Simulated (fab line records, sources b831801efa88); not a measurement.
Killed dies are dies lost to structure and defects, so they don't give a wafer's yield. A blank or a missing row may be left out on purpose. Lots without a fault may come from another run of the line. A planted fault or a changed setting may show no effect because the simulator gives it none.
Which tool did it? | flow gf180mcu | 14 lots, 39 wafers sampled, at 3 steps of a route of 602

WHAT THE GAUGES READ, wafer by wafer
GF_VT_IMPLANT_OVL_MEAS_18.
lot  | measured     | on         | VT_IMPLANT_01_OVL (nm)
L979 | day 6 12:20  | overlay-02 | -0.1 2.0 -0.3
L980 | day 6 17:52  | overlay-02 | 1.2 1.8 -0.7
L982 | day 7 06:29  | overlay-02 | -0.1 -1.5 -0.5
L985 | day 8 02:08  | overlay-01 | 1.2 -1.0 -1.4
L986 | day 8 08:47  | overlay-01 | 2.6 0.6 1.4
L987 | day 8 17:06  | overlay-02 | 0.8 -0.8 0.5
L988 | day 8 20:11  | overlay-01 | 0.5 -0.4 1.1
L989 | day 9 02:50  | overlay-01 | 3.1 0.0 2.6
L993 | day 10 04:41 | overlay-01 | 1.5 0.1 1.1
L994 | day 10 11:17 | overlay-02 | 1.3 2.4
L995 | day 10 16:37 | overlay-01 | 3.5 2.3
L997 | day 11 05:35 | overlay-02 | -0.3 0.4
L100 | day 12 01:26 | overlay-01 | -0.7 0.6 0.4
L102 | day 12 14:14 | overlay-01 | 2.3 -0.4 1.9

GF_SAB_CD_MEAS_09: target cd 420 nm.
lot  | measured     | on        | cd_nm (nm)
L979 | day 15 18:56 | cd_sem-01 | 418.8 417.6 417.9
L980 | day 16 01:46 | cd_sem-01 | 420.5 420.5 419.4
L982 | day 16 17:25 | cd_sem-02 | 418.3 418.1 417.4
L985 | day 17 23:32 | cd_sem-02 | 417.5 419.3 419.6
L986 | day 18 07:05 | cd_sem-02 | 418.2 417.6 417.3
L987 | day 18 15:19 | cd_sem-02 | 415.8 418.4 416.6
L988 | day 18 23:36 | cd_sem-02 | 418.9 420.9 419.3
L989 | day 19 07:26 | cd_sem-01 | 418.5 418.6 416.7
L993 | day 20 19:58 | cd_sem-02 | 419.7 418.3 420.7
L994 | day 21 02:32 | cd_sem-02 | 419.6 241.1
L995 | day 21 09:28 | cd_sem-02 | 235.3 424.4
L997 | day 22 02:55 | cd_sem-02 | 231.6 419.0
L100 | day 23 03:43 | cd_sem-01 | 416.5 417.1 413.2
L102 | day 23 16:20 | cd_sem-01 | 421.9 418.0 420.1

WHICH TOOL RAN EACH LOT (tool, then ch and the chambers of the sampled wafers, then the start)
lot  | GF_SAB_EXPOSE_06
L979 | iline_stepper-01 ch 0, day 15 07:47
L980 | iline_stepper-02 ch 0, day 15 14:51
L982 | iline_stepper-02 ch 0, day 16 05:25
L985 | iline_stepper-01 ch 0, day 17 12:17
L986 | iline_stepper-01 ch 0, day 17 19:52
L987 | iline_stepper-02 ch 0, day 18 03:08
L988 | iline_stepper-02 ch 0, day 18 11:06
L989 | iline_stepper-01 ch 0, day 18 19:31
L993 | iline_stepper-02 ch 0, day 20 07:52
L994 | iline_stepper-02 ch 0, day 20 14:11
L995 | iline_stepper-02 ch 0, day 20 21:34
L997 | iline_stepper-02 ch 0, day 21 14:51
L100 | iline_stepper-01 ch 0, day 22 15:44
L102 | iline_stepper-01 ch 0, day 23 05:22
- GF_SAB_EXPOSE_06: exposes mask SAB, target cd 420 nm.

WHAT THE TOOLS THEMSELVES READ (means of the sampled wafers that have a number; where no wafer has one, the mark that the record gives instead)
The record holds no such reading with a usual standard deviation.

THE ANSWER, worked out from the rows above alone
Rule: what is usual is taken from the lots themselves. Put in order of their means at a reading, lots are off if they are a third of the lots or fewer, leave a main group of 4 or more, and stand apart from it by a gap of 3 or more times the standard deviation of the main group's means; of several such gaps the widest counts. A main group whose means are all the same, to the digits that the tables above print for the reading, isn't used. A lot without any number at a reading at which 4 lots or more have one is off too. The other lots that the step has rows for count as sound. The gauges are gone through in route order, then the tools' own readings, and for those a lot's mean is taken as printed above. The first step at which some lot is off is used, and at that step the reading that is off furthest; a lot without a number counts as furthest.
Off: L994, L995, L997, at GF_SAB_CD_MEAS_09 (cd_nm). The main group: mean 418.4 nm, standard deviation 1.3.
A tool fits if, at a process step before that reading, it ran every lot that is off, and no sound lot after the first of them. The gauges at GF_SAB_CD_MEAS_09 are tried like those tools. Can't be told from this: 2 tools fit, iline_stepper-02 at GF_SAB_EXPOSE_06, cd_sem-02 at GF_SAB_CD_MEAS_09.

WHAT THE SIMULATOR HAD PUT IN
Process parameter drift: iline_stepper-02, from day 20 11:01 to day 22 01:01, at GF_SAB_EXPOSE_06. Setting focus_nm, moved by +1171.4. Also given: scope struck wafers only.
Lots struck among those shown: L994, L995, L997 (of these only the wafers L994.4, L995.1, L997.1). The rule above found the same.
